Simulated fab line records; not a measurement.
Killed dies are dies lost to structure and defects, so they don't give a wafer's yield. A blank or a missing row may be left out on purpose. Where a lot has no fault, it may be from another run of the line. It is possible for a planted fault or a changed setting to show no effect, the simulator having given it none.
fab line records -- flow sky130
[record] lots = 6, wafers = 18, last_day = 50
route steps=708 shown VT_ADJUST_HVTR@139 VT_ADJUST_PCH@143
lots that met no fault: taken from a fault-free run of the same line
start_h: hours from the record's first day to the start of the lot's first wafer shown -- wait_h: hours elapsed since this lot's preceding step -- " repeats the value in the row above -- L1.1+2: a row that stands for several wafers -- - no value, or no start was given -- * or withheld: withheld -- < > ~ a bound
route shown NAME@n: names a module that has steps shown in the file, with the first one's number in the route -- usual: the fault-free wafers' mean and standard deviation -- same: alike in all rows -- chamber/n: place in a boat -- sites: the reading at each site -- _std_site: the standard deviation of these -- _edge_site: inner sites' mean taken away from outer sites' mean -- radius_mm: for every site, how far away it sits from the centre of the wafer -- mask NAME#n: copy n -- behind: the most recent tool/chamber to have shaped the wafer -- hold: why the lot went on hold/how many hours it stayed there/how the hold came to an end -- device: transistor that didn't switch, given as n, p or np -- end of line: the route-end tests of the same wafers -- a step given without rows: its recipe and nothing more -- killed: the dies lost at the first sort to structure and to defects; this is not the yield of the wafer -- map: a wafer's dies, marking killed ones x, the rest . and places with no die _
set.NAME: the setting that was run; set.NAME@STEP: the one run at that earlier step -- model.NAME: the simulator's own value behind a step, which no gauge read
lots at some steps of the route; a table a step, a row a wafer
services: the hour from which a tool's chamber was out of use, counted from the record's first day as start_h (under 0 if before that day), plus the number of hours and why
[[steps]]
[step SKY_VT_ADJUST_HVTR_OVL_MEAS_08]
[usual] VT_ADJUST_HVTR_OVL = -0.2/1.3
lot.wafer,tool,chamber,start_h,wait_h,VT_ADJUST_HVTR_OVL[nm]
L680.2,overlay-01,-,253.68,0.1,0.1
L680.4,overlay-01,-,253.68,0.1,-1.2
L680.5,overlay-01,-,253.68,0.1,-0.2
L685.1,overlay-02,-,284.11,0.1,-1.1
L685.2,overlay-02,-,284.11,0.1,1.1
L685.3,overlay-02,-,284.11,0.1,1.7
L686.1,overlay-02,-,297.46,0.1,2.0
L686.2,overlay-02,-,297.46,0.1,-0.6
L686.5,overlay-02,-,297.46,0.1,-0.1
L688.4,overlay-01,-,313.14,0.1,0.0
L688.5,overlay-01,-,313.14,0.1,0.8
L688.6,overlay-01,-,313.14,0.1,-0.4
L696.1,overlay-02,-,370.36,0.1,-2.5
L696.2,overlay-02,-,370.36,0.1,0.3
L696.5,overlay-02,-,370.36,0.1,-1.2
L697.1,overlay-02,-,375.66,0.1,2.2
L697.2,overlay-02,-,375.66,0.1,-0.4
L697.3,overlay-02,-,375.66,0.1,0.5
[step SKY_VT_ADJUST_HVTR_IMPLANT_09]
[recipe] species = B, energy_kev = 10, dose_cm2 = 2.1e+12, tilt_deg = withheld
[step SKY_VT_ADJUST_HVTR_STRIP_10]
[recipe] chemistry = O2/N2, power_w = 1400, pressure_mtorr = 1500, platen_temp_c = withheld, o2_flow_sccm = 3000, n2_flow_sccm = 300, overash_fraction = 0.5
[usual] drypump_motor_current_A = 5.4/0.44, oes_product_au = 0.715/0.0045, strip_time_to_endpoint_s = 14.17/0.041
[same] overash_fraction = 0.5
lot.wafer,tool,chamber,start_h,wait_h,drypump_motor_current_A,oes_product_au,rf_hours_counter_h,strip_time_to_endpoint_s
L680.2,plasma_asher-03,0,253.86,0.1,4.8,0.718,57,14.18
L680.4,plasma_asher-03,1,253.86,0.1,5.5,0.716,-,14.16
L680.5,plasma_asher-03,1,253.86,0.1,5.5,0.714,-,14.15
L685.1,plasma_asher-02,0,284.29,0.1,6.0,0.717,50,14.16
L685.2,plasma_asher-02,1,284.29,0.1,6.1,0.722,50,14.16
L685.3,plasma_asher-02,0,284.29,0.1,6.0,0.716,-,14.14
L686.1,plasma_asher-03,0,297.64,0.1,4.8,0.705,62,14.18
L686.2,plasma_asher-03,1,297.64,0.1,5.5,0.725,62,14.19
L686.5,plasma_asher-03,1,297.64,0.1,5.5,0.711,-,14.17
L688.4,plasma_asher-03,1,313.34,0.1,5.5,0.715,-,14.16
L688.5,plasma_asher-03,0,313.34,0.1,4.8,0.714,-,14.16
L688.6,plasma_asher-03,1,313.34,0.1,5.5,0.710,-,14.12
L696.1,plasma_asher-04,1,370.54,0.1,5.6,0.710,69,14.15
L696.2,plasma_asher-04,0,370.54,0.1,5.3,0.720,69,14.23
L696.5,plasma_asher-04,0,370.54,0.1,5.3,0.720,-,14.17
L697.1,plasma_asher-04,0,375.84,0.1,5.3,0.714,69,14.12
L697.2,plasma_asher-04,1,375.84,0.1,5.6,0.715,69,14.09
L697.3,plasma_asher-04,1,375.84,0.1,5.6,0.719,-,14.12
[step SKY_VT_ADJUST_HVTR_TW_MEAS_11]
[usual] VT_ADJUST_HVTR_TW = 211.4/1.3
lot.wafer,tool,chamber,start_h,wait_h,VT_ADJUST_HVTR_TW
L680.2,film_metro-01,-,253.97,0.1,212.1
L680.4,film_metro-01,-,253.97,0.1,212.0
L680.5,film_metro-01,-,253.97,0.1,210.9
L685.1,film_metro-02,-,284.39,0.1,210.1
L685.2,film_metro-02,-,284.39,0.1,210.0
L685.3,film_metro-02,-,284.39,0.1,209.6
L686.1,film_metro-01,-,297.74,0.1,212.2
L686.2,film_metro-01,-,297.74,0.1,211.1
L686.5,film_metro-01,-,297.74,0.1,211.8
L688.4,film_metro-04,-,313.43,0.1,212.6
L688.5,film_metro-04,-,313.43,0.1,213.2
L688.6,film_metro-04,-,313.43,0.1,212.0
L696.1,film_metro-04,-,370.64,0.1,212.6
L696.2,film_metro-04,-,370.64,0.1,212.0
L696.5,film_metro-04,-,370.64,0.1,212.5
L697.1,film_metro-02,-,375.94,0.1,209.7
L697.2,film_metro-02,-,375.94,0.1,209.4
L697.3,film_metro-02,-,375.94,0.1,209.9
[step SKY_VT_ADJUST_PCH_DEHYDRATE_00]
[recipe] temp_c = 200, time_s = 60
[step SKY_VT_ADJUST_PCH_HMDS_01]
[recipe] prime_time_s = 60, prime_temp_c = 120
[step SKY_VT_ADJUST_PCH_COAT_02]
[recipe] spin_rpm = 2000, resist_thk_nm = 3000
[step SKY_VT_ADJUST_PCH_SOFTBAKE_03]
[recipe] temp_c = 110, time_s = withheld
[step SKY_VT_ADJUST_PCH_EXPOSE_04]
[recipe] mask_id = NWM, na = 0.6, source_shape = conventional, sigma_outer = 0.6, polarization = unpolarized, target_cd_nm = 840, dose_mj = 255
[step SKY_VT_ADJUST_PCH_PEB_05]
[recipe] temp_c = 115, time_s = withheld
[step SKY_VT_ADJUST_PCH_DEVELOP_06]
[recipe] wall_angle_deg = 90, developer = TMAH, develop_time_s = 60, dev_temp_c = 23
[step SKY_VT_ADJUST_PCH_OVL_MEAS_07]
[usual] VT_ADJUST_PCH_OVL = 0.7/1.3
lot.wafer,tool,chamber,start_h,wait_h,VT_ADJUST_PCH_OVL[nm]
L680.2,overlay-02,-,277.76,-,1.4
L680.4,overlay-02,-,277.76,-,1.2
L680.5,overlay-02,-,277.76,-,2.8
L685.1,overlay-01,-,309.69,-,0.3
L685.2,overlay-01,-,309.69,-,1.2
L685.3,overlay-01,-,309.69,-,0.3
L686.1,overlay-01,-,323.45,-,-1.3
L686.2,overlay-01,-,323.45,-,-1.1
L686.5,overlay-01,-,323.45,-,1.7
L688.4,overlay-02,-,339.07,-,-0.3
L688.5,overlay-02,-,339.07,-,1.0
L688.6,overlay-02,-,339.07,-,1.2
L696.1,overlay-01,-,398.50,-,-0.1
L696.2,overlay-01,-,398.50,-,-0.5
L696.5,overlay-01,-,398.50,-,-2.0
L697.1,overlay-02,-,403.14,-,1.2
L697.2,overlay-02,-,403.14,-,2.7
L697.3,overlay-02,-,403.14,-,2.7
[step SKY_VT_ADJUST_PCH_IMPLANT_08]
[recipe] species = B, energy_kev = 9.864, dose_cm2 = 5e+11, tilt_deg = withheld
[usual] beam_energy_keV = 9.863/0.0034, beam_on_s = 9.98/0.21
lot.wafer,tool,chamber,start_h,wait_h,beam_energy_keV,beam_on_s
L680.2,implanter-04,0,277.81,0.0,9.862,10.03
L680.4,implanter-04,0,277.81,0.0,9.863,10.00
L680.5,implanter-04,0,277.81,0.0,9.866,10.22
L685.1,implanter-04,-,309.72,0.0,-,-
L685.2,implanter-04,-,309.72,0.0,-,-
L685.3,implanter-04,-,309.72,0.0,-,-
L686.1,implanter-02,-,323.49,0.0,-,-
L686.2,implanter-02,-,323.49,0.0,-,-
L686.5,implanter-02,-,323.49,0.0,-,-
L688.4,implanter-04,0,339.16,0.1,9.858,10.03
L688.5,implanter-04,0,339.16,0.1,9.866,9.98
L688.6,implanter-04,0,339.16,0.1,9.863,10.13
L696.1,implanter-02,0,398.53,0.0,9.855,9.86
L696.2,implanter-02,0,398.53,0.0,9.860,10.05
L696.5,implanter-02,0,398.53,0.0,9.864,9.89
L697.1,implanter-01,0,403.18,0.0,9.863,10.13
L697.2,implanter-01,0,403.18,0.0,9.859,10.08
L697.3,implanter-01,0,403.18,0.0,9.865,10.35
[step SKY_VT_ADJUST_PCH_STRIP_09]
[recipe] chemistry = O2/N2, power_w = 1400, pressure_mtorr = 1500, platen_temp_c = withheld, o2_flow_sccm = 3000, n2_flow_sccm = 300, overash_fraction = 0.5
[usual] drypump_motor_current_A = 5.4/0.43, oes_product_au = 0.722/0.0044, strip_time_to_endpoint_s = 37.01/0.11
[same] overash_fraction = 0.5
lot.wafer,tool,chamber,start_h,wait_h,drypump_motor_current_A,oes_product_au,rf_hours_counter_h,strip_time_to_endpoint_s
L680.2,plasma_asher-02,1,277.94,0.1,6.2,0.720,49,36.88
L680.4,plasma_asher-02,0,277.94,0.1,6.0,0.720,-,36.90
L680.5,plasma_asher-02,0,277.94,0.1,6.0,0.723,-,36.85
L685.1,plasma_asher-03,1,309.87,0.1,5.5,0.722,63,37.03
L685.2,plasma_asher-03,0,309.87,0.1,4.8,0.718,63,37.10
L685.3,plasma_asher-03,1,309.87,0.1,5.5,0.724,-,37.08
L686.1,plasma_asher-01,0,323.64,0.1,5.5,0.721,17,36.93
L686.2,plasma_asher-01,1,323.64,0.1,5.2,0.724,17,36.77
L686.5,plasma_asher-01,0,323.64,0.1,5.5,0.722,-,36.93
L688.4,plasma_asher-01,1,339.27,0.1,5.2,0.720,-,37.16
L688.5,plasma_asher-01,1,339.27,0.1,5.2,0.730,-,37.13
L688.6,plasma_asher-01,0,339.27,0.1,5.5,0.724,-,37.16
L696.1,plasma_asher-01,1,398.68,0.1,5.2,0.716,24,36.94
L696.2,plasma_asher-01,0,398.68,0.1,5.5,0.731,24,36.94
L696.5,plasma_asher-01,0,398.68,0.1,5.5,0.729,-,36.83
L697.1,plasma_asher-02,0,403.33,0.1,5.9,0.722,62,37.26
L697.2,plasma_asher-02,1,403.33,0.1,6.1,0.722,62,37.11
L697.3,plasma_asher-02,1,403.33,0.1,6.1,0.723,-,37.12
[step SKY_VT_ADJUST_PCH_TW_MEAS_10]
[usual] VT_ADJUST_PCH_TW = 142.4/1.2
lot.wafer,tool,chamber,start_h,wait_h,VT_ADJUST_PCH_TW
L680.2,film_metro-02,-,278.05,0.1,141.5
L680.4,film_metro-02,-,278.05,0.1,142.1
L680.5,film_metro-02,-,278.05,0.1,142.5
L685.1,film_metro-04,-,309.97,0.1,30.2
L685.2,film_metro-04,-,309.97,0.1,30.2
L685.3,film_metro-04,-,309.97,0.1,30.2
L686.1,film_metro-03,-,323.74,0.1,30.1
L686.2,film_metro-03,-,323.74,0.1,30.1
L686.5,film_metro-03,-,323.74,0.1,30.1
L688.4,film_metro-04,-,339.36,0.1,143.7
L688.5,film_metro-04,-,339.36,0.1,143.4
L688.6,film_metro-04,-,339.36,0.1,143.7
L696.1,film_metro-02,-,398.78,0.1,139.0
L696.2,film_metro-02,-,398.78,0.1,138.9
L696.5,film_metro-02,-,398.78,0.1,139.2
L697.1,film_metro-03,-,403.43,0.1,144.3
L697.2,film_metro-03,-,403.43,0.1,144.2
L697.3,film_metro-03,-,403.43,0.1,144.6
[[services]]
tool,chamber,start_h,hours,kind
implanter-04,-,247.53,2.4,repair
plasma_asher-04,-,271.91,1.8,repair
implanter-02,-,290.26,5.8,pm
plasma_asher-01,-,302.82,9.1,repair
plasma_asher-04,-,320.34,2.8,pm
implanter-02,-,337.95,2.0,repair
plasma_asher-01,-,344.79,1.6,repair
implanter-01,-,347.94,10.3,repair
implanter-04,-,364.80,7.5,repair
implanter-01,-,375.71,3.1,repair
implanter-04,-,376.91,15.6,repair
implanter-01,-,377.89,0.5,repair
plasma_asher-03,-,389.21,2.8,pm
plasma_asher-04,-,390.24,4.9,repair
[[key]]
[first_sign] step = SKY_VT_ADJUST_PCH_IMPLANT_08, reading = tool_record, direction = missing
[effect] step = SKY_VT_ADJUST_PCH_TW_MEAS_10, reading = VT_ADJUST_PCH_TW, direction = down, sigmas = 93, usual = 142.4, struck = 30.1
met_at SKY_VT_ADJUST_PCH_IMPLANT_08
struck_wafers L685.1,L685.2,L685.3,L686.1,L686.2,L686.5
later_rows_left_out L685.1,L685.2,L685.3,L686.1,L686.2,L686.5
sort_left_out L685.1,L685.2,L685.3,L686.1,L686.2,L686.5
tester_left_out L685,L686
onset_between 277.81 309.72
[fault] kind = skipped_step_whole, tool = implanter-02,implanter-04, chamber = -, onset_h = 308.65, steps = SKY_VT_ADJUST_PCH_IMPLANT_08, scope = struck_lots_only
// tester_left_out: of these lots the tester's yield and bins aren't shown, on N5 and GAA mostly nor the transistor test; their killed dies are dies lost to structure and defects alone, not to doping, threshold or leakage, so they don't give the yield
// sort_left_out: the simulated sort isn't trusted on such a fault, so these wafers' sort isn't shown, and their yield isn't known
// later_rows_left_out: the simulator's readings of these wafers behind a module that went badly wrong aren't trusted and aren't shown, but for the sort
